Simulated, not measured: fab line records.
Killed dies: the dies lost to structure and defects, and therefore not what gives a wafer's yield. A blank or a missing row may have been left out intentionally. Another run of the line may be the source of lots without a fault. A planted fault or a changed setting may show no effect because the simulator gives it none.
Which of the tools did it? || flow sky130 || 21 wafers from 7 lots sampled at 3 of the route's 708 steps

WHAT THE GAUGES READ, wafer by wafer
SKY_LDD_N_OVL_MEAS_07.
{"lot": "L850", "measured": "day 18 14:16", "on": "overlay-02", "LDD_N_OVL (nm)": "0.6 2.3 0.8"}
{"lot": "L852", "measured": "day 19 04:48", "on": "overlay-01", "LDD_N_OVL (nm)": "-0.7 -1.9 -2.6"}
{"lot": "L854", "measured": "day 20 14:44", "on": "overlay-02", "LDD_N_OVL (nm)": "-2.6 -2.8 -3.6"}
{"lot": "L858", "measured": "day 21 12:59", "on": "overlay-01", "LDD_N_OVL (nm)": "-1.4 -1.5 -0.6"}
{"lot": "L860", "measured": "day 21 23:20", "on": "overlay-02", "LDD_N_OVL (nm)": "1.5 1.7 1.1"}
{"lot": "L863", "measured": "day 23 05:33", "on": "overlay-01", "LDD_N_OVL (nm)": "0.4 0.9 0.7"}
{"lot": "L866", "measured": "day 24 03:04", "on": "overlay-02", "LDD_N_OVL (nm)": "3.6 2.2 3.3"}

EACH LOT AND THE TOOL THAT RAN IT (in order: tool; ch and the chambers of the sampled wafers; start)
{"lot": "L850", "SKY_NWELL_RTA_28": "rtp-anneal-02 ch 0, day 5 13:39", "SKY_VT_ADJUST_HVTR_STRIP_10": "plasma-asher-01 ch 0,1, day 9 22:54"}
{"lot": "L852", "SKY_NWELL_RTA_28": "rtp-anneal-01 ch 0, day 6 04:14", "SKY_VT_ADJUST_HVTR_STRIP_10": "plasma-asher-01 ch 1, day 10 17:04"}
{"lot": "L854", "SKY_NWELL_RTA_28": "rtp-anneal-01 ch 0, day 7 05:06", "SKY_VT_ADJUST_HVTR_STRIP_10": "plasma-asher-03 ch 0,1, day 11 21:09"}
{"lot": "L858", "SKY_NWELL_RTA_28": "rtp-anneal-01 ch 0, day 7 15:08", "SKY_VT_ADJUST_HVTR_STRIP_10": "plasma-asher-02 ch 0,1, day 12 11:06"}
{"lot": "L860", "SKY_NWELL_RTA_28": "rtp-anneal-01 ch 0, day 8 02:53", "SKY_VT_ADJUST_HVTR_STRIP_10": "plasma-asher-01 ch 0,1, day 13 00:31"}
{"lot": "L863", "SKY_NWELL_RTA_28": "rtp-anneal-02 ch 0, day 9 00:03", "SKY_VT_ADJUST_HVTR_STRIP_10": "plasma-asher-02 ch 0,1, day 13 23:22"}
{"lot": "L866", "SKY_NWELL_RTA_28": "rtp-anneal-01 ch 0, day 9 16:04", "SKY_VT_ADJUST_HVTR_STRIP_10": "plasma-asher-02 ch 0,1, day 14 18:16"}
- SKY_NWELL_RTA_28: time 30 s.
- SKY_VT_ADJUST_HVTR_STRIP_10: strips in O2/N2.

THE ANSWER, worked out from the rows above alone
Rule: the usual values come from the lots themselves. Put in order of their means at a reading, lots are off if they are a third of the lots or fewer, leave a main group of 4 or more, and stand apart from it by a gap of 3 or more times the standard deviation of the main group's means; of several such gaps the widest counts. A main group is skipped when, at the precision printed for the reading in the tables above, its means are all equal. Also off: a lot with no number at a reading for which 4 or more lots have one. Any other lot the step has rows for is counted as sound.
No lot is off on any of the readings shown, so nothing can be concluded from this.

WHAT WAS PUT IN BY THE SIMULATOR
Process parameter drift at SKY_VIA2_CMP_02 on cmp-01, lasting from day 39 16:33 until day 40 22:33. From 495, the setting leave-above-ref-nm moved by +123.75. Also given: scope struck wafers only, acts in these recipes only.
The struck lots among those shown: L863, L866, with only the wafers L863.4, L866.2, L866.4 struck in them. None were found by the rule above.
